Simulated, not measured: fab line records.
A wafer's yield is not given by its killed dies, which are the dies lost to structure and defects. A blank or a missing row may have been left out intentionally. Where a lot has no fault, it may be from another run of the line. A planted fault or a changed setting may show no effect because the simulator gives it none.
The tool behind it: which one? | flow gf180mcu | 30 wafers from 10 lots sampled at 6 of the route's 602 steps

## WHAT THE GAUGES SHOWED, per wafer
GF_V3_RS_MEAS_24: a four-point-probe measurement. Usual: for V3_W_RS the level is 0.328 ohm/sq and the standard deviation is 0.0032.
lot  | measured     | on            | V3_W_RS (ohm/sq)  | flag
L957 | day 23 23:41 | film_metro-02 | 0.324 0.323 0.320 |
L958 | day 24 07:16 | film_metro-01 | 0.295 0.295 0.294 | OFF
L959 | day 24 12:23 | film_metro-04 | 0.289 0.293 0.289 | OFF
L965 | day 26 14:26 | film_metro-02 | 0.332 0.327 0.332 |
L968 | day 27 14:17 | film_metro-02 | 0.331 0.331 0.328 |
L971 | day 28 04:59 | film_metro-02 | 0.324 0.328 0.329 |
L972 | day 28 13:34 | film_metro-02 | 0.324 0.327 0.324 |
L973 | day 28 22:10 | film_metro-02 | 0.324 0.332 0.327 |
L974 | day 28 23:50 | film_metro-04 | 0.325 0.325 0.326 |
L976 | day 29 15:50 | film_metro-02 | 0.321 0.329 0.326 |

GF_V3_THK_MEAS_25: measures by xrf. Usual: for V3_W_THK the level is 357 nm and the standard deviation is 4.6.
lot  | measured     | on            | V3_W_THK (nm) | flag
L957 | day 23 23:49 | film_metro-02 | 366 369 369   |
L958 | day 24 07:23 | film_metro-01 | 393 393 395   | OFF
L959 | day 24 12:30 | film_metro-04 | 403 397 402   | OFF
L965 | day 26 14:34 | film_metro-02 | 356 359 354   |
L968 | day 27 14:23 | film_metro-02 | 354 356 359   |
L971 | day 28 05:05 | film_metro-02 | 363 357 355   |
L972 | day 28 13:41 | film_metro-02 | 361 358 361   |
L973 | day 28 22:17 | film_metro-02 | 361 353 360   |
L974 | day 28 23:58 | film_metro-04 | 354 355 359   |
L976 | day 29 15:57 | film_metro-02 | 363 353 355   |

## TOOL THAT RAN EACH LOT (tool first, then ch and the chambers of the sampled wafers, then the start)
lot  | GF_M3_STRIP_17                       | GF_V3_CMP_04                  | GF_V3_STRIP_18                       | GF_V3_CVD_23
L957 | plasma_asher-03 ch 0,1, day 22 22:42 | cmp-02 ch 1,2,3, day 22 23:30 | plasma_asher-03 ch 0,1, day 23 22:56 | cvd_w-01 ch 0,1, day 23 23:35
L958 | plasma_asher-03 ch 0,1, day 23 05:54 | cmp-02 ch 0,1,2, day 23 06:43 | plasma_asher-04 ch 0,1, day 24 06:29 | cvd_w-01 ch 0,1, day 24 07:09
L959 | plasma_asher-03 ch 0,1, day 23 11:18 | cmp-02 ch 0,1,3, day 23 12:25 | plasma_asher-03 ch 0,1, day 24 11:38 | cvd_w-01 ch 0,1, day 24 12:16
L965 | plasma_asher-04 ch 0,1, day 25 15:22 | cmp-01 ch 1,2, day 25 16:24   | plasma_asher-03 ch 0,1, day 26 13:42 | cvd_w-02 ch 0,1, day 26 14:20
L968 | plasma_asher-03 ch 0,1, day 26 15:24 | cmp-01 ch 0,2,3, day 26 16:15 | plasma_asher-03 ch 0,1, day 27 13:29 | cvd_w-01 ch 0,1, day 27 14:09
L971 | plasma_asher-01 ch 0,1, day 27 06:41 | cmp-01 ch 0,3, day 27 07:31   | plasma_asher-03 ch 0,1, day 28 04:10 | cvd_w-01 ch 0,1, day 28 04:51
L972 | plasma_asher-03 ch 0,1, day 27 16:06 | cmp-02 ch 0,3, day 27 16:54   | plasma_asher-03 ch 0, day 28 12:45   | cvd_w-01 ch 0, day 28 13:27
L973 | plasma_asher-04 ch 0,1, day 28 01:50 | cmp-02 ch 1,2,3, day 28 02:38 | plasma_asher-03 ch 0,1, day 28 21:22 | cvd_w-01 ch 0,1, day 28 22:03
L974 | plasma_asher-03 ch 0,1, day 28 02:51 | cmp-01 ch 0,2,3, day 28 03:45 | plasma_asher-03 ch 0,1, day 28 23:04 | cvd_w-01 ch 0,1, day 28 23:44
L976 | plasma_asher-03 ch 0,1, day 28 18:54 | cmp-02 ch 0,2, day 28 19:44   | plasma_asher-03 ch 1, day 29 15:05   | cvd_w-01 ch 0, day 29 15:43
- GF_M3_STRIP_17: strips in O2/N2.
- GF_V3_CMP_04: polishes SiO2.
- GF_V3_STRIP_18: strips in O2/N2.
- GF_V3_CVD_23: deposits W, target thk 350 nm, time 104.9 s.

## AS READ BY THE TOOLS THEMSELVES (means over the sampled wafers that have a number; for cases with no such wafer, the mark the record gives instead)
GF_M3_STRIP_17. Usual: drypump_motor_current_A 5.2 A, standard deviation 0.55; heater_power_w 315 W, standard deviation 31; oes_product_au 0.536 a.u., standard deviation 0.0049; strip_time_to_endpoint_s 7.37 s, standard deviation 0.047.
lot  | tool            | drypump_motor_current_A (A) | heater_power_w (W) | oes_product_au (a.u.) | strip_time_to_endpoint_s (s) | flag
L957 | plasma_asher-03 | 5.2                         | 335                | 0.538                 | 7.36                         |
L958 | plasma_asher-03 | 5.6                         | 335                | 0.541                 | 7.33                         |
L959 | plasma_asher-03 | 5.6                         | 339                | 0.536                 | 7.42                         |
L965 | plasma_asher-04 | 5.1                         | 330                | 0.537                 | 7.37                         |
L968 | plasma_asher-03 | 5.6                         | 329                | 0.536                 | 7.36                         |
L971 | plasma_asher-01 | 5.1                         | 277                | 0.536                 | 7.37                         |
L972 | plasma_asher-03 | 5.2                         | 334                | 0.533                 | 7.38                         |
L973 | plasma_asher-04 | 4.9                         | 300                | 0.540                 | 7.36                         |
L974 | plasma_asher-03 | 5.6                         | 333                | 0.533                 | 7.36                         |
L976 | plasma_asher-03 | 5.2                         | 331                | 0.545                 | 7.40                         |

GF_V3_CMP_04. Usual: motor_current_A 12.0 A, standard deviation 0.75; retaining_ring_pressure_frac 1.000, standard deviation 0.0046; time_to_endpoint_s 83 s, standard deviation 4.9.
lot  | tool   | motor_current_A (A) | retaining_ring_pressure_frac | time_to_endpoint_s (s) | flag
L957 | cmp-02 | 12.0                | 0.998                        | 84                     |
L958 | cmp-02 | 11.4                | 1.000                        | 85                     |
L959 | cmp-02 | 12.4                | 1.003                        | 83                     |
L965 | cmp-01 | 12.1                | 0.992                        | 84                     |
L968 | cmp-01 | 11.7                | 0.995                        | 84                     |
L971 | cmp-01 | 12.1                | 0.997                        | 86                     |
L972 | cmp-02 | 12.8                | 0.998                        | 80                     |
L973 | cmp-02 | 12.0                | 1.000                        | 79                     |
L974 | cmp-01 | 12.0                | 1.003                        | 77                     |
L976 | cmp-02 | 11.0                | 1.004                        | 84                     |

GF_V3_STRIP_18. Usual: drypump_motor_current_A 5.4 A, standard deviation 0.62; heater_power_w 333 W, standard deviation 28; oes_product_au 0.592 a.u., standard deviation 0.0051.
lot  | tool            | drypump_motor_current_A (A) | heater_power_w (W) | oes_product_au (a.u.) | flag
L957 | plasma_asher-03 | 5.2                         | 335                | 0.595                 |
L958 | plasma_asher-04 | 5.0                         | 307                | 0.592                 |
L959 | plasma_asher-03 | 5.6                         | 335                | 0.592                 |
L965 | plasma_asher-03 | 5.6                         | 338                | 0.594                 |
L968 | plasma_asher-03 | 5.2                         | 335                | 0.593                 |
L971 | plasma_asher-03 | 5.6                         | 331                | 0.595                 |
L972 | plasma_asher-03 | 4.7                         | 333                | 0.587                 |
L973 | plasma_asher-03 | 5.6                         | 328                | 0.593                 |
L974 | plasma_asher-03 | 5.2                         | 336                | 0.596                 |
L976 | plasma_asher-03 | 6.1                         | 334                | 0.592                 |

GF_V3_CVD_23. Usual: heater_power_w 737 W, standard deviation 53; susceptor_temp_C 400.00 C, standard deviation 0.22.
lot  | tool     | heater_power_w (W) | susceptor_temp_C (C) | flag
L957 | cvd_w-01 | 739                | 400.04               |
L958 | cvd_w-01 | 783                | 406.69               | OFF
L959 | cvd_w-01 | 778                | 406.30               | OFF
L965 | cvd_w-02 | 745                | 400.05               |
L968 | cvd_w-01 | 751                | 400.28               |
L971 | cvd_w-01 | 711                | 400.06               |
L972 | cvd_w-01 | 786                | 400.04               |
L973 | cvd_w-01 | 705                | 399.90               |
L974 | cvd_w-01 | 738                | 399.78               |
L976 | cvd_w-01 | 776                | 400.05               |

## THE ANSWER, worked out from the rows above alone
Rule: take the mean of a lot's wafers that have a number; if it is more than 3 standard deviations from the usual mean, the lot is off. Also off: a lot with no number at a reading for which 4 or more lots have one. Where the step has rows for the other lots, those lots are counted as sound. First the gauges in route order, then the tools' own readings, where a lot's mean is used as printed above. The first step at which some lot is off is used, and at that step the reading that is off furthest; a lot without a number counts as furthest.
Off: L958, L959, seen at GF_V3_RS_MEAS_24 (V3_W_RS).
A tool fits if, at a process step before that reading, it ran every lot that is off, and no sound lot after the first of them. Not tried: the gauges at GF_V3_RS_MEAS_24; whatever is off there is also off at GF_V3_CVD_23, on other tools, and gauge error can't account for it. Not one of the candidates tried fits.

## WHAT THE SIMULATOR PUT IN
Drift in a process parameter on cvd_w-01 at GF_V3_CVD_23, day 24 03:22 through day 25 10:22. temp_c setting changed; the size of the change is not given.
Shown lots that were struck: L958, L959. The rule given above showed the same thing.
